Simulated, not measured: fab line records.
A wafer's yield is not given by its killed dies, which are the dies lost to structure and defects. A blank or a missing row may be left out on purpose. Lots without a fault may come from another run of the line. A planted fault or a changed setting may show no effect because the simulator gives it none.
Code-filled problem report in 8D (eight disciplines) form / flow sky130 / the parts of the form that need people (team, actions taken, sign-off) are left out

## 1. WHAT IS WRONG
Mean SONOS_ONO_OXIDATION_THK at SKY_SONOS_ONO_THK_MEAS_01: 2.94 nm over 6 wafers in 2 lots; fault-free wafers: 2.61 nm, standard deviation 0.057. That is +5.7 standard deviations from the usual mean.
Earliest sighting: wafer L840.1 on film metro-04 at day 17 03:38. Wafers with a number at this step in the record: 36, from 12 lots. By rule, "out" or "out of limits" means more than 4 standard deviations away from the usual mean. All remaining wafers that have a number are taken as sound.

## 2. WHAT THIS IS AND IS NOT
question=which readings at this step | is=SONOS_ONO_OXIDATION_THK | is not=-
question=which lots | is=L840, L841 | is not=L825, L826, L827, L828, L832, L836, L838, L839, L842, L846
question=which wafers of those lots | is=all that have a number | is not=-
question=read on which gauges | is=film metro-02, film metro-04 | is not=film metro-01
question=when | is=from day 17 03:38 | is not=up to then (24 sound wafers); but 6 sound wafers of L842, L846 came after

## 3. SUSPECTS, AND WHAT RULES EACH OUT
Counting: a tool stays on the suspect list if, at a process step up to the reading, it processed all lots that are out and no sound lot following the first of them.
- the gauge at SKY_SONOS_ONO_THK_MEAS_01: ruled out. The wafers that are out were read on 2 gauges (film metro-02, film metro-04).
- plasma asher-03 at SKY_VT_ADJUST_PCH_STRIP_09 (strips in O2/N2): ruled out as a lasting fault. After its first lot that is out, L840 (day 15 16:28), sound lots L842, L846 ran on it.
- furnace-02 at SKY_SONOS_ONO_OXIDATION_00 (stabilise 600 s, purge 300 s, target thk 2.6 nm): kept. Every lot that is out went through it, starting with L840 (day 17 02:18), and after that it ran no sound lot; the last sound lot it ran before then is L832 (day 14 10:29).
Left after counting: furnace-02 at SKY_SONOS_ONO_OXIDATION_00.

## 4. THE CAUSE (what the simulator had put in)
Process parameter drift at SKY_SONOS_ONO_OXIDATION_00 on furnace-02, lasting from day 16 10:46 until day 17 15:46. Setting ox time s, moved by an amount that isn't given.
The count eliminated every tool but this one.

## 5. THE CHAIN OF EFFECTS, in route order
Rows list readings where the struck wafers' mean (over those with a number) sits beyond 3 standard deviations from the usual. Readings are gone through only where the record gives a usual standard deviation; hours: the median, over the lots, of the time from a lot's start at the first step in this table giving one to that lot's start at this step; sigmas: the change measured in usual standard deviations.
hours=0; step=SKY_SONOS_ONO_THK_MEAS_01; reading=SONOS_ONO_OXIDATION_THK; usual=2.61 nm; on struck wafers=2.94; change=+0.33; sigmas=+5.7
Later steps that measure or inspect, where all struck wafers having a row at the step show a number for every such reading and not one has moved that far: SKY_GATE_OXIDE_OVL_MEAS_10.

## 6. HOW IT WOULD HAVE BEEN CAUGHT EARLIER
17 hours passed between the start of the fault at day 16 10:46 and the first reading out of limits at a measuring or inspecting step in this record, taken at day 17 03:38.
Of the tool readings at SKY_SONOS_ONO_OXIDATION_00 for which the record gives a usual standard deviation, none was out on any struck wafer, so an alarm limit of 4 standard deviations on them would not have fired.
By day 17 03:38 the whole set of lots that are out, 2 in number, had already begun SKY_SONOS_ONO_OXIDATION_00 on furnace-02. Tool hold at that time: it would have spared none of them.
